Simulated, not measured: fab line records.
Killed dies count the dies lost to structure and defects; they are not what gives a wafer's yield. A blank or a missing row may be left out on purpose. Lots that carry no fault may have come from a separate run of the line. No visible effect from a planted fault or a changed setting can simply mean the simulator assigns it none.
Which tool did it? | flow sky130 | 11 lots with 33 wafers sampled at 2 steps, on a route of 708 steps

## WHAT EACH GAUGE READ, for each wafer
SKY_CAP2M_THK_MEAS_01.
lot  | measured     | on           | CAP2M_CVD_00_THK (nm)
L512 | day 40 08:28 | filmMetro-02 | 15.41 15.31 15.53
L514 | day 41 06:30 | filmMetro-02 | 15.57 15.76 15.75
L515 | day 41 06:50 | filmMetro-04 | 14.90 15.59 15.37
L516 | day 41 12:59 | filmMetro-04 | 15.68 15.62 15.53
L517 | day 41 23:23 | filmMetro-03 | 15.15 15.16 15.48
L520 | day 42 19:47 | filmMetro-02 | 15.51 15.65 15.82
L519 | day 42 23:13 | filmMetro-02 | 15.32 15.16 15.60
L525 | day 44 05:28 | filmMetro-03 | 15.37 15.02 15.41
L524 | day 44 04:26 | filmMetro-02 | 15.48 15.05 15.79
L531 | day 45 16:06 | filmMetro-03 | 15.65 15.85 15.71
L533 | day 46 09:17 | filmMetro-04 | 15.33 15.67 15.69

## WHICH TOOL RAN EACH LOT (tool, then ch and the chambers of the sampled wafers, then the start)
lot  | SKY_LDD_HVP_STRIP_09
L512 | plasmaAsher-02 ch 0,1, day 22 06:04
L514 | plasmaAsher-01 ch 0,1, day 23 07:26
L515 | plasmaAsher-02 ch 0,1, day 23 11:43
L516 | plasmaAsher-04 ch 0,1, day 23 19:33
L517 | plasmaAsher-01 ch 0,1, day 24 05:22
L520 | plasmaAsher-04 ch 0,1, day 25 07:37
L519 | plasmaAsher-02 ch 0,1, day 25 09:31
L525 | plasmaAsher-02 ch 0,1, day 26 23:38
L524 | plasmaAsher-02 ch 0,1, day 27 00:25
L531 | plasmaAsher-01 ch 0,1, day 28 22:10
L533 | plasmaAsher-04 ch 0,1, day 29 18:43
- SKY_LDD_HVP_STRIP_09: strips in O2/N2.

## AS READ BY THE TOOLS THEMSELVES (means over the sampled wafers that have a number; for cases with no such wafer, the mark the record gives instead)
SKY_LDD_HVP_STRIP_09.
lot  | tool           | chamberPressureMTorr (mTorr) | drypumpMotorCurrentA (A) | o2FlowSccm (sccm) | oesProductAu (a.u.) | stripTimeToEndpointS (s)
L512 | plasmaAsher-02 | 1500.0                       | 5.66                     | 3001              | 0.409               | 4.140
L514 | plasmaAsher-01 | 1499.8                       | 5.66                     | 3014              | 0.410               | 4.168
L515 | plasmaAsher-02 | 1500.5                       | 5.43                     | 3003              | 0.406               | 4.133
L516 | plasmaAsher-04 | 1500.2                       | 5.51                     | 2996              | 0.408               | 4.151
L517 | plasmaAsher-01 | 1500.2                       | 5.56                     | 3007              | 0.406               | 4.134
L520 | plasmaAsher-04 | 1500.2                       | 5.52                     | 3010              | 0.411               | 4.143
L519 | plasmaAsher-02 | 1501.2                       | 5.42                     | 3001              | 0.407               | 4.140
L525 | plasmaAsher-02 | 1501.0                       | 5.68                     | 2994              | 0.408               | 4.129
L524 | plasmaAsher-02 | 1500.0                       | 5.43                     | 3008              | 0.407               | 4.159
L531 | plasmaAsher-01 | 1499.6                       | 5.56                     | 2996              | 0.410               | 4.138
L533 | plasmaAsher-04 | 1500.3                       | 5.53                     | 3006              | 0.411               | 4.130

## THE ANSWER, worked out from the rows above alone
Rule: what is usual is taken from the lots themselves. Put in order of their means at a reading, lots are off if they are a third of the lots or fewer, leave a main group of 4 or more, and stand apart from it by a gap of 3 or more times the standard deviation of the main group's means; of several such gaps the widest counts. If all means in a main group match to the digits the tables above print for the reading, that group is not used. Also off: a lot with no number at a reading for which 4 or more lots have one. All remaining lots with rows at the step are treated as sound. After the gauges, taken in route order, come the tools' own readings; for these a lot's mean is taken, as printed above. The first step at which some lot is off is used, and at that step the reading that is off furthest; a lot without a number counts as furthest.
No lot is off on any of the readings shown, so nothing can be concluded from this.

## WHAT WAS PUT IN BY THE SIMULATOR
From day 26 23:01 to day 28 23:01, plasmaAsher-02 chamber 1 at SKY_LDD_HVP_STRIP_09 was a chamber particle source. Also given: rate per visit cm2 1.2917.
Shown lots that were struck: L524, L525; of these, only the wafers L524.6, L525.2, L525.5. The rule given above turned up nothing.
